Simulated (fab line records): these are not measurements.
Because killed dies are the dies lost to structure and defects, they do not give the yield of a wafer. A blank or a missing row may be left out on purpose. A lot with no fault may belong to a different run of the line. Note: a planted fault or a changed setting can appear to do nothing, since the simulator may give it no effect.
A lot that was struck, set against a sound lot -- flow sky130 -- 15 out of 708 route steps
Sound: these wafers, L198.3, L198.4, L198.5. Wafers struck: L209.1, L209.4, L209.5. At the end, the cause is stated.
For every step that has rows: the tool of each side, followed by ch and its chambers, followed by its first start. Under that, the readings that differ: sound wafers -- struck wafers -- difference of the means -- sigmas: that difference in standard deviations of wafers without a fault.
alike: a reading whose means differ by less than 2 such deviations, as well as words and numbers matching on both sides. not compared: withheld readings; readings where some wafer has no value; bounds like >300 that might hide an equal value; numbers whose values overlap and for which the record gives no deviation.
The two part at a step that has a row with sigmas, a row that says differs or no value, or rows on one side only. Non-overlapping numbers with no deviation appear without sigmas and do not part them. A reading missing from all wafers of one side parts the sides only when that side holds two or more wafers.

first, 2 steps without rows for these wafers: SKY_LDD_HVN_PEB_05; SKY_LDD_HVN_DEVELOP_06 (develop time 60 s).
SKY_LDD_HVN_OVL_MEAS_07:
  sound on overlay-01 at day 21 02:53; struck on overlay-01 at day 26 02:53
  alike: LDD_HVN_OVL
then, 1 step without rows for these wafers: SKY_LDD_HVN_IMPLANT_08.
SKY_LDD_HVN_STRIP_09: strips in O2/N2.
  sound on plasma asher-02 ch 0,1, day 21 03:06; struck on plasma asher-03 ch 0,1, day 26 03:04
  alike: chamber pressure mTorr, drypump motor current A, oes product au, strip time to endpoint s
  not compared: rf hours counter h
SKY_LDD_HVN_TW_MEAS_10:
  sound on film metro-04 at day 21 03:11; struck on film metro-03 at day 26 03:10
  alike: LDD_HVN_TW
then, 6 steps without rows for these wafers: SKY_LDD_HVP_DEHYDRATE_00 (time 60 s); SKY_LDD_HVP_HMDS_01 (prime time 60 s); SKY_LDD_HVP_COAT_02 (resist thk 300 nm); SKY_LDD_HVP_SOFTBAKE_03 (time 60 s); SKY_LDD_HVP_EXPOSE_04 (exposes mask HVPTM, target cd 700 nm); SKY_LDD_HVP_PEB_05.
SKY_LDD_HVP_DEVELOP_06: develop time 60 s.
  sound on litho track-01 ch 0, day 22 09:10; struck on litho track-01 ch 0, day 27 08:19
reading,sound,struck,difference,sigmas
developer temp C (C),22.92 23.08 22.95,24.00 23.93 23.89,+0.96,+10
  alike: resist line temp C
SKY_LDD_HVP_OVL_MEAS_07:
  sound on overlay-02 at day 22 09:16; struck on overlay-01 at day 27 08:28
  alike: LDD_HVP_OVL
then, 1 step without rows for these wafers: SKY_PAD_OPEN_PROBE_99.

## WHERE THEY PART
SKY_LDD_HVP_DEVELOP_06 only, going by this record. Later steps at which nothing parts them and some readings are alike: SKY_LDD_HVP_OVL_MEAS_07.

WHY: whatever the simulator had introduced
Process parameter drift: litho track-01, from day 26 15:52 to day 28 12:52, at SKY_LDD_HVP_DEVELOP_06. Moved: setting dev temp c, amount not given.
